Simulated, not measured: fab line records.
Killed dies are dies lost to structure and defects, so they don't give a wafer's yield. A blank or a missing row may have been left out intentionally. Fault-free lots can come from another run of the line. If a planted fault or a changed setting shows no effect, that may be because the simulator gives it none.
Which tool is to blame? ; flow sfq line ; 7 lots, 21 wafers sampled, at 1 step of a route of 325

## WHAT THE GAUGES READ, wafer by wafer
SFQ_INCOMING_BOW_MEAS_900.
lot;measured;on;INCOMING_BOW (um)
L269;day 1 15:02;film metro-02;4 3 1
L272;day 2 06:02;film metro-03;-4 0 -1
L274;day 2 16:00;film metro-02;4 2 11
L277;day 3 07:00;film metro-03;10 0 1
L280;day 3 22:02;film metro-01;-3 5 13
L282;day 4 08:00;film metro-03;8 4 5
L286;day 5 04:00;film metro-01;3 11 -9

## WHICH TOOL RAN EACH LOT (tool, then ch and the chambers of the sampled wafers, then the start)
Before these readings, the record contains no process step.

## THE ANSWER, worked out from the rows above alone
Rule: what is usual is taken from the lots themselves. The widest of any qualifying gaps counts: lots, ordered by their means at a reading, are off when they make up no more than a third of the lots, leave a main group of 4 or more, and stand apart from it by 3 or more times the standard deviation of that group's means. A main group whose means are all the same, to the digits that the tables above print for the reading, isn't used. Also off: a lot with no number at a reading for which 4 or more lots have one. Any other lot the step has rows for is counted as sound.
Across all readings shown, no lot is off: no conclusion can be drawn from this.

## WHAT THE SIMULATOR HAD INSERTED
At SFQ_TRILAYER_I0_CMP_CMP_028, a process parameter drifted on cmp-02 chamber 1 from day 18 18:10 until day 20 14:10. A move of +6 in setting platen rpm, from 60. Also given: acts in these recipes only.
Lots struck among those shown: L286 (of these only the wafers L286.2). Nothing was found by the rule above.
